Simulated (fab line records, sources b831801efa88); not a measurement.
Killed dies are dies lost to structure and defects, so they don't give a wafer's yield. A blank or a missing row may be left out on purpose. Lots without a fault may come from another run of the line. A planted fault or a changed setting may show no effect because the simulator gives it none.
A sampling plan put to the test | flow sky130 | one fab line, 45 faults that these records tell of, each judged on the records of the lots that it struck
The plan is the line's own looks: the steps of the route at which a gauge or an inspection reads the wafer and doesn't change it. A look can be judged if struck wafers have a number there and the file gives its usual mean and standard deviation on fault-free wafers. Caught: at a look after the fault's first step, the mean of the struck wafers lies 4 or more of those standard deviations (sigma) from the usual mean. On the tool: the same test on the tool's own readings at the fault's steps. Another recipe on the struck wafers, or a record that is blank for them alone, also counts as caught.

THE FAULTS, as the simulator had put them in
1. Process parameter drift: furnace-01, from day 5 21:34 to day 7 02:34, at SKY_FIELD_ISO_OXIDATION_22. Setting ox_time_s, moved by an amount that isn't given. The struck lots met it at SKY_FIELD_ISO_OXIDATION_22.
2. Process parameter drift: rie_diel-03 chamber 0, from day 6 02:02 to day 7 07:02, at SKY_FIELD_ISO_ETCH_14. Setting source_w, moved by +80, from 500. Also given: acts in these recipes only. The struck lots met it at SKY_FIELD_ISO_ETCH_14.
3. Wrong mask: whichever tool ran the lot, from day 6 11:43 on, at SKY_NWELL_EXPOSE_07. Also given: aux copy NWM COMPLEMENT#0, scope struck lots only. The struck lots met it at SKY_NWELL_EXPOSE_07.
4. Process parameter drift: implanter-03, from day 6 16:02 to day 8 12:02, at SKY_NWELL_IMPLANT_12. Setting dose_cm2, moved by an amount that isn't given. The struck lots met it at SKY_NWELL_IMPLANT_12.
5. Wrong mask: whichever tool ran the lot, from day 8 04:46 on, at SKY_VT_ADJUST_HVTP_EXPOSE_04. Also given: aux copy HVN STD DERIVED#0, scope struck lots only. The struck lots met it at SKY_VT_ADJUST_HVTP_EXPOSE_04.
6. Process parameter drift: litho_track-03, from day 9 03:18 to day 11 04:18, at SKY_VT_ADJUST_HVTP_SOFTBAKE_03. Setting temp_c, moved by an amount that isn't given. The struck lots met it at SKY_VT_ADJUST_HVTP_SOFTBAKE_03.
7. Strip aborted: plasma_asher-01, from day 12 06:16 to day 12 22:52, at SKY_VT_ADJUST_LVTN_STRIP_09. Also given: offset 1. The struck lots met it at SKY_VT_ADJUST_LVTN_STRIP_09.
8. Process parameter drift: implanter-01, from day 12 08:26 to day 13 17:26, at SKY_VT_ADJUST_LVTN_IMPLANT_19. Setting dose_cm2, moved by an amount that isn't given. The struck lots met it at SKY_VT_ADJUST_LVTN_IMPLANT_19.
9. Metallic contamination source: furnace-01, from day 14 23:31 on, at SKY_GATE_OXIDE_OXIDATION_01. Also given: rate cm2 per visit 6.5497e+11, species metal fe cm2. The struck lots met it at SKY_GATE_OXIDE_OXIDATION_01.
10. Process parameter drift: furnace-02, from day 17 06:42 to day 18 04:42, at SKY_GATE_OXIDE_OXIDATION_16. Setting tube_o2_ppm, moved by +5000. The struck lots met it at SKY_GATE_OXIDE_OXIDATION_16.
11. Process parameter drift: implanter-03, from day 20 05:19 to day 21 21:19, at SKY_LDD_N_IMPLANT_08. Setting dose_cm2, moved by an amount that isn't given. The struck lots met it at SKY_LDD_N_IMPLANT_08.
12. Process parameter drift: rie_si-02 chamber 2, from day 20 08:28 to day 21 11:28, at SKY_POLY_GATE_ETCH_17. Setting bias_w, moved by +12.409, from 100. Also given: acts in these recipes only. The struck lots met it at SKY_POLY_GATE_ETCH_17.
13. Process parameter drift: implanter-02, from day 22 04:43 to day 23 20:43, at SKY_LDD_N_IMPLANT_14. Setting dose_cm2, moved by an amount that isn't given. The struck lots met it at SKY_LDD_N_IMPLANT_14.
14. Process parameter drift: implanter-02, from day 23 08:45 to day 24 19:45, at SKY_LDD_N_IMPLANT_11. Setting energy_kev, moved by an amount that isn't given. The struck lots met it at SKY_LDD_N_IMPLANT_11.
15. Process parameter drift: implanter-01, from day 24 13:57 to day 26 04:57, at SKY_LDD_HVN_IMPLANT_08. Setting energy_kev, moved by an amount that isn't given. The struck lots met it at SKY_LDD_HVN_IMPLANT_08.
16. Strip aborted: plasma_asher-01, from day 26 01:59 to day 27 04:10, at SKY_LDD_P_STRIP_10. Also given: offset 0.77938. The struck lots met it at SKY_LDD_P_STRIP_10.
17. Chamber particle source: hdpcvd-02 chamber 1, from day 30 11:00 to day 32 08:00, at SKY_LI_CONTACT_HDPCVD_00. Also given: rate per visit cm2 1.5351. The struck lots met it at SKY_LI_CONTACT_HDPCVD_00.
18. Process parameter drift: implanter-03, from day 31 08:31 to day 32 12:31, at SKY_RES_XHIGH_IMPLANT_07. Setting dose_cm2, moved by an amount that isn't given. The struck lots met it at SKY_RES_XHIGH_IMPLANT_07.
19. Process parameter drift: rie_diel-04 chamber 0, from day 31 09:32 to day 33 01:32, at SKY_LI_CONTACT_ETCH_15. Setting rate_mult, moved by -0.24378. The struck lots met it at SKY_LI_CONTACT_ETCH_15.
20. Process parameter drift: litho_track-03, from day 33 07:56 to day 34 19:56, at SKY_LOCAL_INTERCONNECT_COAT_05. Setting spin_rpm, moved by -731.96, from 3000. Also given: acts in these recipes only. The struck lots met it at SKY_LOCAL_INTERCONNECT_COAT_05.
21. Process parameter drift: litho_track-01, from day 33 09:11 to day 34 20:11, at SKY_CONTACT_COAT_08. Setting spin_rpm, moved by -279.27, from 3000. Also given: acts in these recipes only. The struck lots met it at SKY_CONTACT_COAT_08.
22. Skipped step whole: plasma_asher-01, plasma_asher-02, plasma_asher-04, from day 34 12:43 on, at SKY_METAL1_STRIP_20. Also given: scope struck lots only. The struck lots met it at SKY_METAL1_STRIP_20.
23. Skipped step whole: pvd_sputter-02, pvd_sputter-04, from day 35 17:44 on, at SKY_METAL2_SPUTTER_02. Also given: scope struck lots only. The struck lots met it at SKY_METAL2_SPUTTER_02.
24. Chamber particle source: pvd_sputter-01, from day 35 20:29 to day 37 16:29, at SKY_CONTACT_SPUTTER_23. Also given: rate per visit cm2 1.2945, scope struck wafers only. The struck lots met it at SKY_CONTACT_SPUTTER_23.
25. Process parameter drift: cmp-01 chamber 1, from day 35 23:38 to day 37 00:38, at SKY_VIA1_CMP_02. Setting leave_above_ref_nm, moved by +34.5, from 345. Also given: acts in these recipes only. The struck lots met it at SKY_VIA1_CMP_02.
26. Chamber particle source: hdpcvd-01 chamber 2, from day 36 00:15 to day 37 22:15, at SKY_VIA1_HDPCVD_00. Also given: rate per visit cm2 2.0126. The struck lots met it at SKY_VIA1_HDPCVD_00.
27. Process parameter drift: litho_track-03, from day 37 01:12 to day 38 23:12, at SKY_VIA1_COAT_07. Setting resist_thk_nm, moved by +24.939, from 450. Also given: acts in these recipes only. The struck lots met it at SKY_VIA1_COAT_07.
28. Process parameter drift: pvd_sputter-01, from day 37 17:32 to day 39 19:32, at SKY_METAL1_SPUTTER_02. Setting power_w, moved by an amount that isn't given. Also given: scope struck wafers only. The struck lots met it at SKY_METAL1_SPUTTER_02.
29. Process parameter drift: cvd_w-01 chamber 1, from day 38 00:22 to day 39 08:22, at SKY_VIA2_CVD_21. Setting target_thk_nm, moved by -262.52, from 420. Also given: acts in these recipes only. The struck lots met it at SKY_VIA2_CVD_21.
30. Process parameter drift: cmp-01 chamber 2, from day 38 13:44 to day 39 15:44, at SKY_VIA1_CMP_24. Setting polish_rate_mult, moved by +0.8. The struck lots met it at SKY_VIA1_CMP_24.
31. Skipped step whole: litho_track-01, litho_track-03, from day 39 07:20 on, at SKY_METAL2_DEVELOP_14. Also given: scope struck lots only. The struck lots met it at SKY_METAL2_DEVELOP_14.
32. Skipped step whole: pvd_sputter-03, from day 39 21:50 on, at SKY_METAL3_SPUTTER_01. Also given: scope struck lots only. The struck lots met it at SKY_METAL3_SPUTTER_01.
33. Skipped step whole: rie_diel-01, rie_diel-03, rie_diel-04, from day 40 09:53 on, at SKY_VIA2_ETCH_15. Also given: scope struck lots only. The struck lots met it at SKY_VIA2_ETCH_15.
34. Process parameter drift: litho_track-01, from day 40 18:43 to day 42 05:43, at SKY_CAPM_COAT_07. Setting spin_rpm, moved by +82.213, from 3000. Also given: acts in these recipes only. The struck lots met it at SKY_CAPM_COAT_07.
35. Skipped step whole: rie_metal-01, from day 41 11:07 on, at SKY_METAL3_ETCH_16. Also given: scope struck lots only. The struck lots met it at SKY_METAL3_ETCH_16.
36. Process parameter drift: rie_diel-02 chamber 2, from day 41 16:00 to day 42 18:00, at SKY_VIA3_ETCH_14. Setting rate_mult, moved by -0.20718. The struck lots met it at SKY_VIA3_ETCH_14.
37. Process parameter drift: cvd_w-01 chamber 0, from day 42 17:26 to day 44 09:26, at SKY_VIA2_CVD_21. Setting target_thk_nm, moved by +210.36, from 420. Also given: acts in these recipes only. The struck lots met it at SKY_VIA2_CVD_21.
38. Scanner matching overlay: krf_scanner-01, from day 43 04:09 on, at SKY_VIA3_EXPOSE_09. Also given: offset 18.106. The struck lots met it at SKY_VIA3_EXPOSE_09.
39. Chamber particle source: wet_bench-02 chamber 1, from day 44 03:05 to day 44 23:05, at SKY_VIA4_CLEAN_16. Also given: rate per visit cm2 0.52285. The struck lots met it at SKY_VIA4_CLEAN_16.
40. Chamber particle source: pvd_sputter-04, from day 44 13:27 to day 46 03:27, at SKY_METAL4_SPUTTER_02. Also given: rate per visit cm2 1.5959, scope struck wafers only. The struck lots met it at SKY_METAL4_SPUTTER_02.
41. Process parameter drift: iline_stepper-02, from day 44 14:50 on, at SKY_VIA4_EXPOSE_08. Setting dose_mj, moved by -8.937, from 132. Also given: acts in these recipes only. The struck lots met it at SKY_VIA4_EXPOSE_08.
42. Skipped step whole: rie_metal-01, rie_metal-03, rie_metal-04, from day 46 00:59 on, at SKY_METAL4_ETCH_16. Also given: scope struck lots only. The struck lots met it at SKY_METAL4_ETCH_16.
43. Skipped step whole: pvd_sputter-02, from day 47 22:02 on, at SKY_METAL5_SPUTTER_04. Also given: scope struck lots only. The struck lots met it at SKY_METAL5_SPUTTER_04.
44. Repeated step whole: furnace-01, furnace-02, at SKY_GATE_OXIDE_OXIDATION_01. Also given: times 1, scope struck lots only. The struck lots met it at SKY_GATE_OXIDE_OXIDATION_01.
45. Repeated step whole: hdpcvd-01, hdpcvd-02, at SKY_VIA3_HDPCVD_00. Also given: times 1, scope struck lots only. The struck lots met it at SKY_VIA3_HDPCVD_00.

WHAT THE PLAN SAW
fault | on the tool itself                               | first look that catches it                      | reading, sigma                                    | median hours from its first step to that look | hours from the fault's start to the first struck lot there | judged looks passed uncaught
1     | under 2 sigma                                    | SKY_FIELD_ISO_THK_MEAS_23                       | FIELD_ISO_OXIDATION_01_THK -28                    | 1.2                                           | 6                                                          | 0
2     | rf_fwd_power_W +35 sigma                         | no look after it can be judged                  | -                                                 | -                                             | -                                                          | 0
3     | no reading that can be judged                    | SKY_NWELL_TW_MEAS_15                            | NWELL_TW -89                                      | 10.5                                          | 14                                                         | 0
4     | dose_ions_cm2 -99 or beyond sigma                | SKY_NWELL_RS_MEAS_29                            | NWELL_RS +10                                      | 21.3                                          | 22                                                         | 0
5     | no reading that can be judged                    | SKY_VT_ADJUST_HVTP_TW_MEAS_11                   | VT_ADJUST_HVTP_TW -88                             | 10.4                                          | 14                                                         | 0
6     | heater_power_total_W -99 or beyond sigma         | none of the 2 looks that can be judged after it | -                                                 | -                                             | -                                                          | 2
7     | oes_product_au +30 sigma                         | SKY_VT_ADJUST_LVTN_TW_MEAS_21                   | VT_ADJUST_LVTN_2_TW -99 or beyond                 | 24.9                                          | 41                                                         | 0
8     | dose_ions_cm2 -99 or beyond sigma                | SKY_VT_ADJUST_LVTN_TW_MEAS_21                   | VT_ADJUST_LVTN_2_TW -20                           | 0.2                                           | 6                                                          | 0
9     | under 2 sigma                                    | none of the 5 looks that can be judged after it | -                                                 | -                                             | -                                                          | 5
10    | under 2 sigma                                    | no look after it can be judged                  | -                                                 | -                                             | -                                                          | 0
11    | dose_ions_cm2 +99 or beyond sigma                | SKY_LDD_N_TW_MEAS_17                            | LDD_N_TW +17                                      | 1.3                                           | 5                                                          | 0
12    | bias_w +51 sigma                                 | no look after it can be judged                  | -                                                 | -                                             | -                                                          | 0
13    | dose_ions_cm2 +99 or beyond sigma                | no look after it can be judged                  | -                                                 | -                                             | -                                                          | 0
14    | beam_energy_keV -70 sigma                        | no look after it can be judged                  | -                                                 | -                                             | -                                                          | 0
15    | beam_energy_keV +99 or beyond sigma              | SKY_LDD_HVN_TW_MEAS_10                          | LDD_HVN_TW +7.2                                   | 0.2                                           | 7                                                          | 0
16    | oes_product_au +44 sigma                         | SKY_LDD_HVN_TW_MEAS_10                          | LDD_HVN_TW -99 or beyond                          | 28.6                                          | 55                                                         | 0
17    | under 2 sigma                                    | not the one look that can be judged after it    | -                                                 | -                                             | -                                                          | 1
18    | dose_ions_cm2 -99 or beyond sigma                | SKY_RES_XHIGH_TW_MEAS_09                        | RES_XHIGH_TW -10                                  | 0.2                                           | 4                                                          | 0
19    | under 2 sigma                                    | no look after it can be judged                  | -                                                 | -                                             | -                                                          | 0
20    | spin_speed_rpm -99 or beyond sigma               | no look after it can be judged                  | -                                                 | -                                             | -                                                          | 0
21    | spin_speed_rpm -99 or beyond sigma               | no look after it can be judged                  | -                                                 | -                                             | -                                                          | 0
22    | the tool's record is blank for the struck wafers | no look after it can be judged                  | -                                                 | -                                             | -                                                          | 0
23    | the tool's record is blank for the struck wafers | SKY_METAL2_RS_MEAS_05                           | METAL2_ALCU_RS +99 or beyond                      | 0.1                                           | 5                                                          | 0
24    | under 2 sigma                                    | none of the 2 looks that can be judged after it | -                                                 | -                                             | -                                                          | 2
25    | under 2 sigma                                    | not the one look that can be judged after it    | -                                                 | -                                             | -                                                          | 1
26    | no reading that can be judged                    | none of the 6 looks that can be judged after it | -                                                 | -                                             | -                                                          | 6
27    | no reading that can be judged                    | not the one look that can be judged after it    | -                                                 | -                                             | -                                                          | 1
28    | cathode_dc_power_W -99 or beyond sigma           | SKY_METAL1_RS_MEAS_05                           | METAL1_ALCU_RS +4.7                               | 0.1                                           | 25                                                         | 0
29    | under 2 sigma                                    | SKY_VIA2_RS_MEAS_22                             | VIA2_W_RS +99 or beyond                           | 0.1                                           | 6                                                          | 0
30    | time_to_endpoint_s -6.7 sigma                    | none of the 4 looks that can be judged after it | -                                                 | -                                             | -                                                          | 4
31    | no reading that can be judged                    | no look after it can be judged                  | -                                                 | -                                             | -                                                          | 0
32    | the tool's record is blank for the struck wafers | no look after it can be judged                  | -                                                 | -                                             | -                                                          | 0
33    | the tool's record is blank for the struck wafers | no look after it can be judged                  | -                                                 | -                                             | -                                                          | 0
34    | spin_speed_rpm +39 sigma                         | no look after it can be judged                  | -                                                 | -                                             | -                                                          | 0
35    | the tool's record is blank for the struck wafers | no look after it can be judged                  | -                                                 | -                                             | -                                                          | 0
36    | under 2 sigma                                    | no look after it can be judged                  | -                                                 | -                                             | -                                                          | 0
37    | under 2 sigma                                    | SKY_VIA2_RS_MEAS_22                             | VIA2_W_RS -27                                     | 0.2                                           | 3                                                          | 0
38    | no reading that can be judged                    | not the one look that can be judged after it    | strongest: VIA3_OVL at SKY_VIA3_OVL_MEAS_13, +2.1 | -                                             | -                                                          | 1
39    | no reading that can be judged                    | no look after it can be judged                  | -                                                 | -                                             | -                                                          | 0
40    | under 2 sigma                                    | no look after it can be judged                  | -                                                 | -                                             | -                                                          | 0
41    | exposure_dose_mJ_cm2 -68 sigma                   | not the one look that can be judged after it    | -                                                 | -                                             | -                                                          | 1
42    | the tool's record is blank for the struck wafers | no look after it can be judged                  | -                                                 | -                                             | -                                                          | 0
43    | the tool's record is blank for the struck wafers | SKY_METAL5_THK_MEAS_06                          | METAL5_ALCU_THK +10                               | 3.2                                           | 10                                                         | 1
44    | under 2 sigma                                    | SKY_GATE_OXIDE_THK_MEAS_02                      | GATE_OXIDE_OXIDATION_00_THK +25                   | 3.9                                           | -                                                          | 0
45    | no reading that can be judged                    | SKY_VIA3_THK_MEAS_01                            | VIA3_HDPCVD_THK +78                               | 0.5                                           | -                                                          | 0
A dash: the fault isn't caught, or these records don't give the number.

Caught at a look: 17 of 45. Caught on the tool: 25 of 45. By one or the other: 32 of 45.
Caught on the tool alone: faults 2, 6, 12, 13, 14, 20, 21, 22, 30, 32, 33, 34, 35, 41, 42.
Caught at a look alone: faults 1, 3, 5, 29, 37, 44, 45.
Caught by neither: faults 9, 10, 17, 19, 24, 25, 26, 27, 31, 36, 38, 39, 40.

THINNER SAMPLING
If the look that catches a fault measured only every second or every third lot, by lot number, the first struck lot would be measured this late in the worst case:
fault | struck lots at that look, in order of time | every lot | every second lot | every third lot
1     | L754, L755                                 | 6 h       | 13 h             | may miss all 2
3     | L276                                       | 14 h      | may miss it      | may miss it
4     | L109, L111, L112                           | 22 h      | 41 h             | may miss all 3
5     | L630                                       | 14 h      | may miss it      | may miss it
7     | L865                                       | 41 h      | may miss it      | may miss it
8     | L337, L338                                 | 6 h       | 22 h             | may miss all 2
11    | L117, L119, L121                           | 5 h       | may miss all 3   | 37 h
15    | L220, L223                                 | 7 h       | 22 h             | may miss all 2
16    | L649                                       | 55 h      | may miss it      | may miss it
18    | L213, L214                                 | 4 h       | 14 h             | may miss all 2
23    | L571, L570, L572                           | 5 h       | 6 h              | 12 h
28    | L923                                       | 25 h      | may miss it      | may miss it
29    | L161, L163                                 | 6 h       | may miss all 2   | may miss all 2
37    | L556, L557                                 | 3 h       | 5 h              | may miss all 2
43    | L450, L452                                 | 10 h      | may miss all 2   | may miss all 2
Hours are from the fault's start to the first struck lot that is measured. The limit of 4 sigma was tested on all struck wafers together, so one lot alone may lie under it. Other struck lots may not be in these records.

THE LONGEST TIMED WAY FROM STEP TO LOOK
Fault 16: a median of 28.6 hours passes between SKY_LDD_P_STRIP_10 and SKY_LDD_HVN_TW_MEAS_10. No look between them can be judged.
